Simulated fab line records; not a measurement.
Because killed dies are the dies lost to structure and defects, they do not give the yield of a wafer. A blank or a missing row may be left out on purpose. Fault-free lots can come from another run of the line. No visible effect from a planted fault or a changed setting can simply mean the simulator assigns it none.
Which tool did it? -- flow gf180mcu -- 11 lots with 31 wafers sampled at 2 steps, on a route of 602 steps

## WHAT THE GAUGES READ, wafer by wafer
GF_VT_IMPLANT_RS_MEAS_49: uses a four-point probe to measure.
lot,measured,on,MVPSD_RS (ohm/sq)
L939,day 7 19:01,film_metro-04,1168.4 1163.5 1166.4
L940,day 8 03:29,film_metro-01,1171.8 1166.8 1166.6
L941,day 8 08:31,film_metro-01,1175.0 1174.5 1172.1
L943,day 8 22:42,film_metro-04,1169.8 1171.0 1169.4
L944,day 9 03:13,film_metro-04,1168.5 1176.5 1167.3
L945,day 9 10:41,film_metro-01,1171.5 1173.2 1171.1
L946,day 9 15:19,film_metro-01,1170.9 1167.7 1169.9
L947,day 9 23:17,film_metro-02,1171.9 1172.6 1169.5
L948,day 10 06:28,film_metro-01,1181.0 1166.1 1177.5 1168.8
L953,day 11 18:23,film_metro-01,1177.0 1177.3
L957,day 13 07:49,film_metro-04,1168.5 1168.5 1169.9

## WHAT TOOL EACH LOT RAN ON (gives the tool, then ch and the chambers of the sampled wafers, and finally the start)
lot,GF_MVPSD_IMPLANT_09
L939,"implanter-03 ch 0, day 5 05:47"
L940,"implanter-01 ch 0, day 5 14:50"
L941,"implanter-02 ch 0, day 5 19:11"
L943,"implanter-03 ch 0, day 6 07:20"
L944,"implanter-02 ch 0, day 6 10:50"
L945,"implanter-03 ch 0, day 6 17:34"
L946,"implanter-03 ch 0, day 6 21:52"
L947,"implanter-01 ch 0, day 7 03:20"
L948,"implanter-03 ch 0, day 7 10:56"
L953,"implanter-03 ch 0, day 8 18:17"
L957,"implanter-01 ch 0, day 10 02:46"
- GF_MVPSD_IMPLANT_09

## THE ANSWER, worked out from the rows above alone
Rule: the lots themselves supply what counts as usual. The widest of any qualifying gaps counts: lots, ordered by their means at a reading, are off when they make up no more than a third of the lots, leave a main group of 4 or more, and stand apart from it by 3 or more times the standard deviation of that group's means. The tables above print the reading to a certain number of digits; a main group whose means all agree to those digits is not used. Also off: a lot with no number at a reading for which 4 or more lots have one. The other lots that the step has rows for count as sound.
No lot is off at any reading shown: from this, nothing can be told.

## WHAT WAS PUT IN BY THE SIMULATOR
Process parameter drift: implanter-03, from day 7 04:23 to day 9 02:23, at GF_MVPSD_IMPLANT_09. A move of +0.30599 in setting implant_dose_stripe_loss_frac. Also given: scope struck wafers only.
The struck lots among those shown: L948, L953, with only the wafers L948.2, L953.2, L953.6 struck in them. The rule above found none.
